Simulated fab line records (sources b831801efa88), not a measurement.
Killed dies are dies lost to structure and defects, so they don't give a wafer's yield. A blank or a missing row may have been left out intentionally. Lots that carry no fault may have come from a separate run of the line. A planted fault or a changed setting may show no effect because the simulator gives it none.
A single fault, viewed from 2 desks    flow sky130    each desk holds nothing but its own numbers, with what lay behind them at the end

AT THE METROLOGY DESK
Means of the sampled wafers that have a number, per lot and without regard to the tool the lot ran on: this is what the gauges read. The brackets show how far a lot's mean lies from the usual mean; more than 4 standard deviations puts the lot out of limits, marked OUT.
Columns: A = SONOS_ONO_CVD_02_THK at SKY_SONOS_ONO_THK_MEAS_03, usual 10.52 nm; B = LDD_N_OVL at SKY_LDD_N_OVL_MEAS_07, usual 0.7 nm
lot   first seen here  A      B
L468  day 12 00:02     10.70  1.8
L467  day 12 00:04     10.98  -0.6
L470  day 12 21:40     10.54  2.4
L471  day 13 04:12     10.48  2.1
L474  day 13 23:25     10.32  1.7
L475  day 14 10:25     10.41  -1.4
L476  day 14 20:43     10.50  0.5
L477  day 15 01:17     10.31  1.8
L478  day 15 15:49     10.50  -1.0
L479  day 15 18:13     10.67  1.4
L488  day 18 22:36     10.48  1.7
L487  day 18 22:37     10.51  0.1
L489  day 19 06:02     10.46  1.6
This desk's finding: nothing out of limits on any of the 13 lots.

THE TOOL OWNER'S DESK: litho track-03
At SKY_POLY_GATE_SOFTBAKE_09 (time 90 s), the tool's own readings, given per lot that ran on this tool as the mean of the sampled wafers with a number. The brackets show how far a lot's mean lies from the usual mean; more than 4 standard deviations puts the lot out of limits, marked OUT.
Columns: A = heater power total W at SKY_POLY_GATE_SOFTBAKE_09, usual 57.35 W; B = plate temp C at SKY_POLY_GATE_SOFTBAKE_09, usual 99.97 C
lot   first seen here  A                B
L475  day 19 01:00     57.33            99.99
L477  day 19 15:00     57.34            99.91
L487  day 23 20:00     53.39 (-36) OUT  95.00 (-50) OUT
L489  day 24 01:00     53.39 (-36) OUT  94.86 (-51) OUT
Finding of this desk: L487, L489 out of limits; the first was L487 at day 23 20:00, on heater power total W at SKY_POLY_GATE_SOFTBAKE_09. L475, L477: within limits.

PUT TOGETHER
At day 23 20:00, on L487, L489, the tool owner's desk was in a position to raise an alarm.
Nothing out of limits was seen by the metrology desk.
The metrology desk holds a record of L487, L489, inside its limits.
All the named lots went through SKY_POLY_GATE_SOFTBAKE_09 on litho track-03.

WHAT HAD BEEN PUT IN BY THE SIMULATOR
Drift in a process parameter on litho track-03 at SKY_POLY_GATE_SOFTBAKE_09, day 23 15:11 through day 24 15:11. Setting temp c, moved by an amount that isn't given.
Struck lots among those shown: L487, L489.
Delay in hours, fault start to first out-of-limits reading, by desk: the tool owner's desk at 5.
